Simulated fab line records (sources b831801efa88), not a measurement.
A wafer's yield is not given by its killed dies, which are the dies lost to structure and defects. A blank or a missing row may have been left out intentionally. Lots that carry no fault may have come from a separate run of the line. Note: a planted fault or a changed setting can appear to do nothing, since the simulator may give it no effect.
fab line records	flow sky130
record lots=11	wafers=33	lastDay=50
route steps=708 shown LOCAL_INTERCONNECT@400 CONTACT@423 METAL1@436 PAD_OPEN@708
lots with no fault: from the same line, run without faults
startH: hours from the record's first day to the start of the lot's first wafer shown	waitH: hours since the lot's step before	" repeats the value in the row above	L1.1+2: one row covering several wafers at once	- no value, or no start was given	* or withheld: withheld	< > ~ a bound
route shown NAME@n: a module of which the file shows steps, and the number in the route of the first	usual: mean/standard deviation of fault-free wafers	same: alike in all rows	chamber/n: place in a boat	sites: per-site readings	_std_site: standard deviation of those values	_edge_site: inner sites' mean taken away from outer sites' mean	radiusMm: how far each site lies from the wafer's centre	mask NAME#n: copy n	behind: the last tool/chamber to shape the wafer	hold: what put the lot on hold/how long, in hours/how the hold closed	device: the n, p or np transistor that did not switch	end of line: the route-end tests of the same wafers	a step with no rows: only its recipe	killed: not the wafer's yield, but the dies lost to structure and defects at the first sort	map: a wafer's dies, marking killed ones x, the rest . and places with no die _
set.NAME: the setting as run; set.NAME@STEP: as run at that earlier step	model.NAME: the simulator's own value behind a step, which no gauge read
steps of the route over a sample of lots; a table a step, a row a wafer
services: a tool's chamber out of use, with start hour (startH, from the record's first day; less than 0 if before it), hours out, and reason
## steps
# step SKY_LOCAL_INTERCONNECT_ETCH_13
# recipe chemistry=N2/H2	target=BARC	ionEnergyEv=200	biasW=100	pressureMtorr=30	n2FlowSccm=100	h2FlowSccm=200	icpW=500	stopOn=SiO2	timeS=45.9	targetDepthA=600
# usual drypumpMotorCurrentA=6.1/0.4	oesProductAu=0.855/0.0047	rfFwdPowerW=494.7/1.8	throttleValvePct=13.224/0.0087
lot.wafer	tool	chamber	startH	waitH	drypumpMotorCurrentA	oesProductAu	rfFwdPowerW	rfHoursCounterH	throttleValvePct
L668.2	rieMetal-04	0	711.90	0.0	5.9	0.858	494.4	6	13.201
L668.5	"	1	"	"	5.4	0.842	495.2	-	13.226
L668.6	"	0	"	"	5.9	0.846	493.7	-	13.201
L673.2	rieMetal-02	0	742.78	0.0	6.0	0.856	493.6	15	13.231
L673.5	"	1	"	"	5.8	0.860	495.9	-	13.226
L673.6	"	0	"	"	6.1	0.851	493.6	-	13.225
L674.2	rieMetal-02	0	759.10	0.0	6.0	0.854	493.3	16	13.229
L674.4	"	0	"	"	6.0	0.852	494.5	-	13.227
L674.6	"	0	"	"	6.0	0.856	490.9	-	13.226
L677.1	rieMetal-01	1	772.38	0.0	6.6	0.863	494.8	2	13.228
L677.3	"	0	"	"	6.7	0.853	494.4	-	13.228
L677.5	"	0	"	"	6.6	0.853	495.0	-	13.234
L682.1	rieMetal-01	1	815.20	0.0	6.6	0.859	494.8	3	13.222
L682.2	"	0	"	"	6.6	0.844	494.0	10	13.214
L682.5	"	1	"	"	6.6	0.857	495.9	-	13.217
L683.2	rieMetal-01	1	818.97	0.0	6.6	0.849	493.9	3	13.211
L683.4	"	0	"	"	6.6	0.862	496.1	-	13.214
L683.6	"	0	"	"	6.6	0.857	497.1	-	13.230
L684.1	rieMetal-02	1	827.57	0.0	5.9	0.863	493.5	10	13.220
L684.2	"	0	"	"	6.1	0.859	492.6	0	13.217
L684.4	"	0	"	"	6.1	0.860	490.9	-	13.225
L686.1	rieMetal-01	0	853.55	0.0	6.6	0.853	497.0	11	13.223
L686.2	"	1	"	"	6.6	0.859	494.8	5	13.231
L686.5	"	0	"	"	6.6	0.847	494.8	-	13.227
L687.2	rieMetal-04	0	860.47	0.0	5.9	0.862	492.6	11	13.229
L687.5	"	1	"	"	5.5	0.853	497.9	-	13.232
L687.6	"	0	"	"	5.9	0.852	494.8	-	13.216
L689.3	rieMetal-02	1	866.22	0.0	5.8	0.855	494.6	-	13.224
L689.4	"	0	"	"	6.1	0.860	493.0	-	13.228
L689.6	"	1	"	"	5.8	0.853	496.2	-	13.222
L690.2	rieMetal-02	1	873.38	0.0	5.9	0.853	493.9	11	13.224
L690.4	"	0	"	"	6.0	0.858	494.5	-	13.225
L690.5	"	0	"	"	6.1	0.847	490.8	-	13.238
# step SKY_CONTACT_ETCH_17
# recipe target=SiO2	chemistry=C4F8/O2/Ar	stopOn=Si3N4	maskMaterial=KrF-thick	sourceW=1500	biasW=1200	pressureMtorr=40	c4f8FlowSccm=withheld	O2_flow_sccm=6	Ar_flow_sccm=300	timeS=withheld	targetDepthA=3400
# usual oesProductAu=0.892/0.0042	rfFwdPowerW=1489/4.8
lot.wafer	tool	chamber	startH	waitH	oesProductAu	rfFwdPowerW
L668.2	rieDiel-04	2	741.26	0.0	0.890	1488
L668.5	"	3	"	"	0.885	1488
L668.6	"	0	"	"	0.883	1480
L673.2	rieDiel-04	2	771.77	0.0	0.894	1495
L673.5	"	2	"	"	0.896	1485
L673.6	"	1	"	"	0.897	1498
L674.2	rieDiel-02	0	787.66	0.0	0.890	1487
L674.4	"	2	"	"	0.893	1490
L674.6	"	1	"	"	0.891	1485
L677.1	rieDiel-01	0	800.66	0.0	0.889	1490
L677.3	"	2	"	"	0.889	1487
L677.5	"	3	"	"	0.898	1486
L682.1	rieDiel-04	3	842.91	0.0	0.890	1486
L682.2	"	1	"	"	0.892	1730
L682.5	"	1	"	"	0.893	1731
L683.2	rieDiel-04	1	846.56	0.0	0.890	1727
L683.4	"	2	"	"	0.890	1481
L683.6	"	2	"	"	0.888	1486
L684.1	rieDiel-02	1	856.01	0.0	0.894	1491
L684.2	"	0	"	"	0.887	1499
L684.4	"	0	"	"	0.882	1489
L686.1	rieDiel-02	0	881.01	0.0	0.884	1483
L686.2	"	3	"	"	0.895	1492
L686.5	"	3	"	"	0.897	1490
L687.2	rieDiel-01	2	886.91	0.0	0.892	1493
L687.5	"	3	"	"	0.893	1485
L687.6	"	2	"	"	0.898	1493
L689.3	rieDiel-01	2	893.21	0.0	0.894	1489
L689.4	"	3	"	"	0.885	1484
L689.6	"	2	"	"	0.893	1497
L690.2	rieDiel-02	3	899.87	0.0	0.888	1489
L690.4	"	0	"	"	0.895	1490
L690.5	"	2	"	"	0.896	1492
# step SKY_CONTACT_ETCH_18
# recipe target=Si3N4	chemistry=CHF3/O2	stopOn=TiN	sourceW=600	biasW=200	pressureMtorr=40	chf3FlowSccm=50	O2_flow_sccm=5	timeS=39	targetDepthA=750
# usual chf3FlowSccm=50.00/0.16	drypumpMotorCurrentA=5.6/0.45	oesProductAu=0.854/0.0076	rfFwdPowerW=593.8/1.9	throttleValvePct=8.793/0.0092
lot.wafer	tool	chamber	startH	waitH	chf3FlowSccm	drypumpMotorCurrentA	oesProductAu	rfFwdPowerW	rfHoursCounterH	throttleValvePct
L668.2	rieDiel-04	2	-	-	49.85	5.7	0.843	592.4	14	8.790
L668.5	"	3	"	"	49.70	6.2	0.861	594.6	-	8.802
L668.6	"	0	"	"	50.21	6.3	0.865	595.9	-	8.782
L673.2	rieDiel-04	2	-	-	49.86	5.7	0.848	594.7	15	8.780
L673.5	"	2	"	"	50.04	5.7	0.838	595.6	-	8.797
L673.6	"	1	"	"	49.86	5.6	0.854	591.9	-	8.794
L674.2	rieDiel-02	0	-	-	49.88	6.1	0.857	596.8	22	8.793
L674.4	"	2	"	"	50.19	5.4	0.861	592.4	32	8.796
L674.6	"	1	"	"	50.20	5.2	0.864	598.4	-	8.789
L677.1	rieDiel-01	0	-	-	50.18	5.9	0.856	592.2	16	8.804
L677.3	"	2	"	"	50.13	4.9	0.859	596.1	11	8.805
L677.5	"	3	"	"	50.12	5.2	0.867	591.5	-	8.797
L682.1	rieDiel-04	3	-	-	49.90	6.2	0.855	592.3	31	8.799
L682.2	"	1	"	"	49.71	5.6	0.833	594.7	9	8.785
L682.5	"	1	"	"	49.71	5.6	0.846	593.9	-	8.798
L683.2	rieDiel-04	1	-	-	50.07	5.6	0.812	594.2	9	8.797
L683.4	"	2	"	"	50.05	5.7	0.855	589.9	18	8.784
L683.6	"	2	"	"	50.18	5.7	0.850	592.6	-	8.785
L684.1	rieDiel-02	1	-	-	50.17	5.2	0.855	595.2	9	8.800
L684.2	"	0	"	"	49.76	6.1	0.847	596.2	24	8.807
L684.4	"	0	"	"	49.89	6.1	0.857	595.3	-	8.807
L686.1	rieDiel-02	0	-	-	49.88	6.1	0.843	594.8	25	8.788
L686.2	"	3	"	"	49.94	6.2	0.844	595.1	2	8.779
L686.5	"	3	"	"	49.91	6.2	0.860	595.3	-	8.790
L687.2	rieDiel-01	2	-	-	50.03	4.9	0.854	593.2	14	8.782
L687.5	"	3	"	"	50.20	5.2	0.848	591.6	-	8.790
L687.6	"	2	"	"	49.98	4.9	0.861	592.3	-	8.789
L689.3	rieDiel-01	2	-	-	50.15	4.9	0.859	595.1	14	8.796
L689.4	"	3	"	"	50.12	5.2	0.852	594.6	6	8.797
L689.6	"	2	"	"	49.95	4.9	0.857	593.0	-	8.802
L690.2	rieDiel-02	3	-	-	49.90	6.2	0.846	593.1	2	8.793
L690.4	"	0	"	"	49.91	6.1	0.858	593.6	26	8.772
L690.5	"	2	"	"	50.08	5.4	0.857	591.7	-	8.794
# step SKY_CONTACT_CVD_24
# recipe material=W	targetThkNm=340	timeS=102.12	tempC=400	pressureTorr=40
# usual heaterPowerW=883/43
lot.wafer	tool	chamber	startH	waitH	heaterPowerW
L668.2	cvdW-02	0	742.00	0.0	861
L668.5	"	1	"	"	904
L668.6	"	0	"	"	864
L673.2	cvdW-02	0	772.52	0.0	864
L673.5	"	0	"	"	865
L673.6	"	1	"	"	937
L674.2	cvdW-02	1	788.45	0.0	931
L674.4	"	0	"	"	856
L674.6	"	1	"	"	917
L677.1	cvdW-02	0	801.43	0.0	865
L677.3	"	0	"	"	834
L677.5	"	1	"	"	921
L682.1	cvdW-01	1	843.65	0.0	942
L682.2	"	0	"	"	816
L682.5	"	1	"	"	915
L683.2	cvdW-01	0	847.30	0.0	807
L683.4	"	0	"	"	837
L683.6	"	1	"	"	960
L684.1	cvdW-02	1	856.75	0.0	930
L684.2	"	0	"	"	868
L684.4	"	1	"	"	884
L686.1	cvdW-01	0	881.75	0.0	825
L686.2	"	0	"	"	849
L686.5	"	0	"	"	796
L687.2	cvdW-01	0	887.69	0.1	843
L687.5	"	0	"	"	827
L687.6	"	0	"	"	845
L689.3	cvdW-01	0	893.99	0.1	840
L689.4	"	1	"	"	930
L689.6	"	1	"	"	932
L690.2	cvdW-02	1	900.62	0.0	912
L690.4	"	0	"	"	884
L690.5	"	1	"	"	927
# step SKY_METAL1_SPUTTER_02
# recipe material=AlCu	targetThkNm=250	powerW=10600	timeS=13.3	chamberPressurePa=0.4
# usual throttleValvePct=29.7/0.87
lot.wafer	tool	chamber	startH	waitH	throttleValvePct
L668.2	pvdSputter-02	-	742.64	0.0	29.3
L668.5	"	-	"	"	29.2
L668.6	"	-	"	"	29.4
L673.2	pvdSputter-04	-	773.16	0.0	27.3
L673.5	"	-	"	"	30.2
L673.6	"	-	"	"	27.6
L674.2	pvdSputter-04	-	789.09	0.0	30.2
L674.4	"	-	"	"	30.3
L674.6	"	-	"	"	30.8
L677.1	pvdSputter-03	-	802.07	0.0	29.3
L677.3	"	-	"	"	30.9
L677.5	"	-	"	"	28.7
L682.1	pvdSputter-02	-	844.29	0.0	29.6
L682.2	"	-	"	"	29.9
L682.5	"	-	"	"	29.9
L683.2	pvdSputter-03	-	847.94	0.0	29.3
L683.4	"	-	"	"	28.8
L683.6	"	-	"	"	30.2
L684.1	pvdSputter-03	-	857.40	0.0	30.9
L684.2	"	-	"	"	29.2
L684.4	"	-	"	"	28.8
L686.1	pvdSputter-03	-	882.50	0.0	31.0
L686.2	"	-	"	"	30.0
L686.5	"	-	"	"	29.4
L687.2	pvdSputter-02	-	888.40	0.0	29.0
L687.5	"	-	"	"	29.6
L687.6	"	-	"	"	29.1
L689.3	pvdSputter-02	-	894.59	0.0	29.6
L689.4	"	-	"	"	29.5
L689.6	"	-	"	"	30.0
L690.2	pvdSputter-02	-	901.26	0.0	29.0
L690.4	"	-	"	"	29.4
L690.5	"	-	"	"	29.1
# step SKY_PAD_OPEN_PROBE_99
# usual killed_at_M0_to_M3=44/6	killed_at_M4_up=2.9/1.5	killedAtContacts=24/4.9	killedAtFrontEnd=16/4.3	killedAtOther=0.3/0.54	killedDies=87/8.7	killedOnRim=17/3.6	killedOpen=48/6.7	killedShort=39/5.9
# same grossDies=492	killedAtBackSide=0
lot.wafer	tool	chamber	startH	waitH	killed_at_M0_to_M3	killed_at_M4_up	killedAtContacts	killedAtFrontEnd	killedAtOther	killedDies	killedOnRim	killedOpen	killedShort
L668.2	prober-02	-	1081.68	0.1	45	3	22	25	0	95	24	57	38
L668.5	prober-02	-	1081.83	0.2	53	3	18	22	0	96	19	55	41
L668.6	prober-02	-	1081.88	0.2	43	4	23	20	0	90	16	47	43
L673.2	prober-02	-	1103.48	0.1	52	1	21	15	0	89	18	57	32
L673.5	prober-02	-	1103.63	0.2	42	6	18	16	0	82	14	40	42
L673.6	prober-02	-	1103.68	0.2	35	5	22	18	0	80	18	46	34
L674.2	prober-02	-	1115.20	0.1	48	3	33	15	0	99	17	52	47
L674.4	prober-02	-	1115.30	0.2	42	1	34	8	1	86	15	51	35
L674.6	prober-02	-	1115.40	0.2	46	2	23	18	0	89	13	55	34
L677.1	prober-01	-	1127.01	0.1	37	2	21	24	1	85	17	51	34
L677.3	prober-01	-	1127.11	0.2	38	1	23	19	0	81	11	46	35
L677.5	prober-01	-	1127.21	0.2	35	0	24	17	0	76	15	44	32
L682.1	prober-02	-	1153.82	0.1	47	4	20	21	0	92	13	46	45
L682.2	prober-02	-	1153.87	0.1	42	4	31	23	0	100	24	56	44
L682.5	prober-02	-	1154.02	0.2	51	5	18	19	0	93	18	51	42
L683.2	prober-01	-	1157.46	0.1	57	3	12	13	1	86	14	50	36
L683.4	prober-01	-	1157.56	0.2	48	1	15	8	0	72	13	37	34
L683.6	prober-01	-	1157.66	0.2	46	3	21	11	0	81	15	45	36
L684.1	prober-02	-	1165.37	0.1	42	2	28	15	0	87	12	43	44
L684.2	prober-02	-	1165.42	0.1	49	2	24	12	1	88	16	49	39
L684.4	prober-02	-	1165.52	0.2	53	3	26	20	0	102	19	57	44
L686.1	prober-02	-	1181.08	0.1	39	2	22	17	1	81	15	43	36
L686.2	prober-02	-	1181.13	0.1	43	2	28	13	2	88	22	50	36
L686.5	prober-02	-	1181.28	0.2	43	3	32	16	1	95	16	51	43
L687.2	prober-01	-	1186.73	0.1	47	1	29	13	0	90	27	56	33
L687.5	prober-01	-	1186.88	0.2	41	4	27	10	0	82	15	45	37
L687.6	prober-01	-	1186.93	0.2	34	1	20	14	1	70	15	37	33
L689.3	prober-01	-	1191.14	0.2	48	1	25	12	0	86	20	40	46
L689.4	prober-01	-	1191.19	0.2	43	2	24	14	1	84	14	56	28
L689.6	prober-01	-	1191.29	0.2	51	7	16	15	1	90	25	49	41
L690.2	prober-02	-	1193.60	0.1	35	1	27	17	0	80	13	41	39
L690.4	prober-02	-	1193.70	0.2	38	1	12	17	1	69	15	43	26
L690.5	prober-02	-	1193.75	0.2	36	4	29	13	1	83	16	57	26
# killed by level:class
L668.2 VIA1:geometricParticle:open=12 CONTACT:geometricParticle:open=10 LI_CONTACT:geometricParticle:open=7 VIA1:geometricParticle:short=7 METAL1:geometricParticle:short=6 FIELD_ISO:geometricParticle:open=5 POLY_GATE:geometricParticle:short=5 POLY_GATE:geometricParticle:open=5
L668.5 VIA1:geometricParticle:open=15 VIA2:geometricParticle:open=9 CONTACT:geometricParticle:open=8 METAL2:geometricParticle:short=8 POLY_GATE:geometricParticle:short=7 VIA1:geometricParticle:short=6 VIA3:geometricParticle:open=5 FIELD_ISO:geometricParticle:open=4
L668.6 CONTACT:geometricParticle:open=9 VIA1:geometricParticle:short=7 VIA2:geometricParticle:open=6 VIA1:geometricParticle:open=6 FIELD_ISO:geometricParticle:open=5 POLY_GATE:geometricParticle:open=5 METAL1:geometricParticle:short=5 VIA3:geometricParticle:open=5
L673.2 VIA1:geometricParticle:open=17 LI_CONTACT:geometricParticle:open=8 CONTACT:geometricParticle:open=8 VIA3:geometricParticle:short=8 METAL1:geometricParticle:short=7 POLY_GATE:geometricParticle:open=6 VIA3:geometricParticle:open=5 VIA2:geometricParticle:open=4
L673.5 METAL1:geometricParticle:short=9 LI_CONTACT:geometricParticle:open=8 VIA1:geometricParticle:open=7 VIA2:geometricParticle:open=6 FIELD_ISO:geometricParticle:short=5 VIA2:geometricParticle:short=5 CONTACT:geometricParticle:open=5 METAL2:geometricParticle:short=5
L673.6 CONTACT:geometricParticle:open=8 METAL1:geometricParticle:short=7 VIA1:geometricParticle:open=7 FIELD_ISO:geometricParticle:open=6 LI_CONTACT:geometricParticle:open=6 METAL2:geometricParticle:short=5 VIA3:geometricParticle:open=5 CONTACT:geometricParticle:short=4
L674.2 CONTACT:geometricParticle:open=11 METAL1:geometricParticle:short=11 VIA1:geometricParticle:open=9 LI_CONTACT:geometricParticle:open=8 VIA1:geometricParticle:short=7 VIA3:geometricParticle:open=7 CONTACT:geometricParticle:short=6 LOCAL_INTERCONNECT:geometricParticle:short=5
L674.4 CONTACT:geometricParticle:open=14 VIA2:geometricParticle:open=10 VIA1:geometricParticle:open=9 CONTACT:geometricParticle:short=7 LI_CONTACT:geometricParticle:open=6 LI_CONTACT:geometricParticle:short=4 METAL1:geometricParticle:short=4 VIA1:geometricParticle:short=4
L674.6 VIA1:geometricParticle:open=13 CONTACT:geometricParticle:open=10 METAL1:geometricParticle:short=8 LI_CONTACT:geometricParticle:open=6 VIA3:geometricParticle:open=6 FIELD_ISO:geometricParticle:short=5 VIA1:geometricParticle:short=5 SONOS_ONO:geometricParticle:open=4
L677.1 CONTACT:geometricParticle:open=11 VIA1:geometricParticle:open=9 METAL2:geometricParticle:short=7 FIELD_ISO:geometricParticle:open=6 LI_CONTACT:geometricParticle:open=6 VIA3:geometricParticle:open=5 VIA2:geometricParticle:open=5 FIELD_ISO:geometricParticle:short=4
L677.3 VIA3:geometricParticle:open=9 VIA1:geometricParticle:short=6 LI_CONTACT:geometricParticle:open=6 CONTACT:geometricParticle:short=6 VIA1:geometricParticle:open=6 POLY_GATE:geometricParticle:open=5 CONTACT:geometricParticle:open=5 VIA2:geometricParticle:open=4
L677.5 VIA1:geometricParticle:open=11 CONTACT:geometricParticle:open=7 FIELD_ISO:geometricParticle:open=6 CONTACT:geometricParticle:short=6 METAL2:geometricParticle:short=6 VIA2:geometricParticle:open=6 POLY_GATE:geometricParticle:short=5 LOCAL_INTERCONNECT:geometricParticle:short=5
L682.1 CONTACT:geometricParticle:open=8 VIA1:geometricParticle:open=8 METAL2:geometricParticle:short=8 VIA2:geometricParticle:open=8 FIELD_ISO:geometricParticle:short=6 FIELD_ISO:geometricParticle:open=5 POLY_GATE:geometricParticle:short=5 VIA1:geometricParticle:short=4
L682.2 CONTACT:geometricParticle:open=14 METAL1:geometricParticle:short=9 VIA1:geometricParticle:open=9 LI_CONTACT:geometricParticle:open=8 FIELD_ISO:geometricParticle:open=6 POLY_GATE:geometricParticle:open=6 POLY_GATE:geometricParticle:short=5 METAL2:geometricParticle:short=5
L682.5 VIA3:geometricParticle:open=13 VIA1:geometricParticle:open=11 POLY_GATE:geometricParticle:short=8 LI_CONTACT:geometricParticle:open=8 CONTACT:geometricParticle:open=6 METAL2:geometricParticle:short=6 VIA2:geometricParticle:open=5 METAL4:geometricParticle:short=5
L683.2 VIA3:geometricParticle:open=12 VIA1:geometricParticle:open=10 VIA2:geometricParticle:open=10 VIA1:geometricParticle:short=7 METAL2:geometricParticle:short=6 POLY_GATE:geometricParticle:open=5 CONTACT:geometricParticle:open=5 FIELD_ISO:geometricParticle:open=4
L683.4 VIA1:geometricParticle:open=13 METAL2:geometricParticle:short=8 METAL1:geometricParticle:short=6 LI_CONTACT:geometricParticle:open=5 VIA3:geometricParticle:open=5 VIA1:geometricParticle:short=4 CONTACT:geometricParticle:open=4 CONTACT:geometricParticle:short=4
L683.6 VIA1:geometricParticle:open=13 CONTACT:geometricParticle:open=7 VIA1:geometricParticle:short=7 LI_CONTACT:geometricParticle:open=6 VIA3:geometricParticle:open=6 VIA3:geometricParticle:short=5 CONTACT:geometricParticle:short=4 METAL2:geometricParticle:short=4
L684.1 VIA1:geometricParticle:open=12 LI_CONTACT:geometricParticle:short=9 CONTACT:geometricParticle:open=7 LI_CONTACT:geometricParticle:open=6 FIELD_ISO:geometricParticle:short=5 VIA2:geometricParticle:short=5 VIA1:geometricParticle:short=5 VIA2:geometricParticle:open=5
L684.2 VIA1:geometricParticle:open=15 CONTACT:geometricParticle:open=9 VIA3:geometricParticle:open=8 CONTACT:geometricParticle:short=6 METAL2:geometricParticle:short=6 VIA2:geometricParticle:open=5 FIELD_ISO:geometricParticle:open=4 FIELD_ISO:geometricParticle:short=4
L684.4 VIA1:geometricParticle:short=12 VIA1:geometricParticle:open=11 LI_CONTACT:geometricParticle:open=9 CONTACT:geometricParticle:open=8 METAL2:geometricParticle:short=6 VIA2:geometricParticle:open=6 FIELD_ISO:geometricParticle:open=5 METAL2:geometricParticle:open=5
L686.1 VIA2:geometricParticle:open=9 LI_CONTACT:geometricParticle:open=8 VIA1:geometricParticle:open=7 POLY_GATE:geometricParticle:short=5 CONTACT:geometricParticle:short=5 METAL1:geometricParticle:short=5 VIA3:geometricParticle:open=4 LOCAL_INTERCONNECT:geometricParticle:short=4
L686.2 CONTACT:geometricParticle:open=13 VIA1:geometricParticle:open=7 METAL2:geometricParticle:short=7 VIA2:geometricParticle:open=7 VIA2:geometricParticle:short=6 VIA3:geometricParticle:open=5 LI_CONTACT:geometricParticle:open=5 CONTACT:geometricParticle:short=5
L686.5 CONTACT:geometricParticle:open=15 VIA1:geometricParticle:short=9 VIA2:geometricParticle:open=7 LI_CONTACT:geometricParticle:open=7 CONTACT:geometricParticle:short=5 METAL1:geometricParticle:short=5 VIA1:geometricParticle:open=5 METAL2:geometricParticle:short=4
L687.2 VIA2:geometricParticle:open=13 LI_CONTACT:geometricParticle:open=13 VIA1:geometricParticle:open=11 CONTACT:geometricParticle:open=8 METAL1:geometricParticle:short=6 LI_CONTACT:geometricParticle:short=5 POLY_GATE:geometricParticle:short=4 VIA1:geometricParticle:short=4
L687.5 VIA1:geometricParticle:open=9 VIA2:geometricParticle:open=8 CONTACT:geometricParticle:open=6 METAL2:geometricParticle:short=6 VIA3:geometricParticle:open=6 LI_CONTACT:geometricParticle:open=5 LI_CONTACT:geometricParticle:short=5 CONTACT:geometricParticle:short=5
L687.6 CONTACT:geometricParticle:open=9 VIA1:geometricParticle:open=8 METAL1:geometricParticle:short=7 VIA2:geometricParticle:open=6 LI_CONTACT:geometricParticle:open=5 METAL2:geometricParticle:short=4 FIELD_ISO:geometricParticle:short=3 FIELD_ISO:geometricParticle:open=3
L689.3 CONTACT:geometricParticle:short=10 VIA1:geometricParticle:open=10 VIA3:geometricParticle:short=6 CONTACT:geometricParticle:open=5 VIA2:geometricParticle:open=5 VIA3:geometricParticle:open=5 LI_CONTACT:geometricParticle:short=4 LI_CONTACT:geometricParticle:open=4
L689.4 VIA1:geometricParticle:open=14 CONTACT:geometricParticle:open=10 VIA3:geometricParticle:open=8 VIA2:geometricParticle:open=7 LI_CONTACT:geometricParticle:open=5 METAL1:geometricParticle:short=4 FIELD_ISO:geometricParticle:short=3 FIELD_ISO:geometricParticle:open=3
L689.6 VIA1:geometricParticle:open=11 METAL2:geometricParticle:short=8 VIA2:geometricParticle:open=8 VIA3:geometricParticle:open=8 METAL4:geometricParticle:short=7 FIELD_ISO:geometricParticle:open=6 FIELD_ISO:geometricParticle:short=5 LI_CONTACT:geometricParticle:open=5
L690.2 POLY_GATE:geometricParticle:short=8 CONTACT:geometricParticle:open=8 LI_CONTACT:geometricParticle:open=7 VIA2:geometricParticle:open=7 VIA1:geometricParticle:short=6 METAL1:geometricParticle:short=6 FIELD_ISO:geometricParticle:open=5 VIA1:geometricParticle:open=5
L690.4 VIA3:geometricParticle:open=9 VIA2:geometricParticle:open=8 VIA1:geometricParticle:open=8 FIELD_ISO:geometricParticle:short=4 CONTACT:geometricParticle:short=4 CONTACT:geometricParticle:open=4 METAL1:geometricParticle:short=4 FIELD_ISO:geometricParticle:open=3
L690.5 VIA1:geometricParticle:open=9 LI_CONTACT:geometricParticle:open=8 CONTACT:geometricParticle:open=8 VIA3:geometricParticle:open=8 POLY_GATE:geometricParticle:open=7 VIA2:geometricParticle:open=7 LOCAL_INTERCONNECT:geometricParticle:short=5 LI_CONTACT:geometricParticle:short=3
## services
tool	chamber	startH	hours	kind
rieDiel-04	1	690.50	3.4	repair
rieMetal-04	-	690.63	0.4	repair
pvdSputter-02	-	733.77	2.1	repair
rieMetal-04	0	749.70	6.0	repair
cvdW-01	0	750.18	1.9	repair
cvdW-02	0	751.11	1.4	repair
pvdSputter-03	-	758.04	2.7	repair
cvdW-01	-	770.92	6.0	pm
rieDiel-04	1	783.78	1.3	repair
rieDiel-01	1	799.99	7.5	repair
rieDiel-02	3	826.85	-	clean
rieDiel-02	3	826.85	22.1	scheduledDown
rieDiel-02	3	826.85	22.1	ventCycle
cvdW-02	-	839.92	14.5	repair
rieMetal-02	1	841.06	8.3	repair
pvdSputter-04	-	843.99	1.3	repair
rieDiel-02	2	845.36	7.4	repair
rieDiel-04	3	850.42	-	clean
rieDiel-04	3	850.42	16.6	scheduledDown
rieDiel-04	3	850.42	16.6	ventCycle
pvdSputter-02	-	868.80	0.9	repair
cvdW-01	1	873.22	17.6	repair
rieDiel-04	1	898.08	1.4	repair
rieDiel-01	3	900.54	6.2	repair
## key
firstSign step=SKY_CONTACT_ETCH_17	reading=rfFwdPowerW	direction=up	sigmas=50	usual=1489	struck=1729
effect step=SKY_CONTACT_ETCH_18	reading=oesProductAu	direction=down	sigmas=3.1	usual=0.854	struck=0.831
metAt SKY_CONTACT_ETCH_17
struckLots L682,L683
struckWafers L682.2,L682.5,L683.2
testerLeftOut L682,L683
notActingAt SKY_LOCAL_INTERCONNECT_ETCH_13,SKY_CONTACT_CVD_24,SKY_METAL1_SPUTTER_02
onsetBetween 771.77 842.91
fault kind=processParameterDrift	tool=rieDiel-04	chamber=1	onsetH=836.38	steps=SKY_CONTACT_ETCH_17	channel=sourceW	offset=240	shape=step	endH=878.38	actsIn=theseRecipesOnly	stated=1500
# testerLeftOut: of these lots the tester's yield and bins aren't shown, on N5 and GAA mostly nor the transistor test; their killed dies are dies lost to structure and defects alone, not to doping, threshold or leakage, so they don't give the yield
